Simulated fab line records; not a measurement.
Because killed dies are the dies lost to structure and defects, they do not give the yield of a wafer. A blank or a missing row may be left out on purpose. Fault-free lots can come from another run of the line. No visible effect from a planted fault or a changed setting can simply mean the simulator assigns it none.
2 desks, one fault	flow sky130	each desk has only its own numbers; what lay behind them comes last

## FROM THE METROLOGY DESK
What the gauges read, lot by lot, whatever tool the lot ran on: means of the sampled wafers that have a number. The brackets show how far a lot's mean lies from the usual mean; more than 4 standard deviations puts the lot out of limits, marked OUT.
Columns: A = CAP2M_OVL at SKY_CAP2M_OVL_MEAS_12, usual -0.8 nm
lot	first seen here	A
L699	day 41 15:27	-1.3
L700	day 42 04:22	-1.1
L701	day 42 05:59	-2.8
L702	day 42 12:47	-3.1
L703	day 42 18:25	-0.1
L705	day 43 07:55	-2.0
L708	day 44 10:38	0.0
L713	day 45 13:47	-0.1
L714	day 45 18:40	-1.3
L715	day 46 01:40	-2.0
L717	day 47 03:58	-2.5
L718	day 47 04:08	1.8
Result from this desk: across the 12 lots, nothing is out of limits.

## THE TOOL OWNER'S DESK: rie diel-02
The tool's own readings at SKY_PAD_OPEN_ETCH_07 (etches the open film in CF4/O2, stops on AlCu, target depth 725 nm, time 161.1 s): means of the sampled wafers that have a number, for each lot that ran on this tool. The brackets show how far a lot's mean lies from the usual mean; more than 4 standard deviations puts the lot out of limits, marked OUT.
Columns: A = drypump motor current A at SKY_PAD_OPEN_ETCH_07, usual 5.7 A; B = oes product au at SKY_PAD_OPEN_ETCH_07, usual 0.978 a.u.; C = run length s at SKY_PAD_OPEN_ETCH_07, usual 189.4 s; D = throttle valve pct at SKY_PAD_OPEN_ETCH_07, usual 5.965 %
lot	first seen here	A	B	C	D
L699	day 46 10:10	5.7	0.976	189.2	5.963
L701	day 46 23:28	5.6	0.978	189.5	5.971
L702	day 47 07:07	5.7	0.974	189.4	5.961
L705	day 47 21:58	6.0	0.923 (-8.1) OUT	205.6 (+39) OUT	5.964
L708	day 48 20:40	5.6	0.930 (-7.2) OUT	205.9 (+39) OUT	5.963
This desk finds L705, L708 out of limits, L705 being first, at day 47 21:58 (oes product au at SKY_PAD_OPEN_ETCH_07). In limits: L699, L701, L702.

## TAKEN TOGETHER
At day 47 21:58, on L705, L708, the tool owner's desk was in a position to raise an alarm.
From the metrology desk's view, nothing was out of limits.
The metrology desk holds a record of L705, L708, inside its limits.
All the named lots went through SKY_PAD_OPEN_ETCH_07 on rie diel-02.

## WHAT WAS PUT IN BY THE SIMULATOR
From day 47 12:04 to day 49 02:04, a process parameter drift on rie diel-02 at SKY_PAD_OPEN_ETCH_07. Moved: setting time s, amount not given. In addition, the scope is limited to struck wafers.
Lots struck among those shown: L705, L708.
Delay in hours, fault start to first out-of-limits reading, by desk: the tool owner's desk at 10.
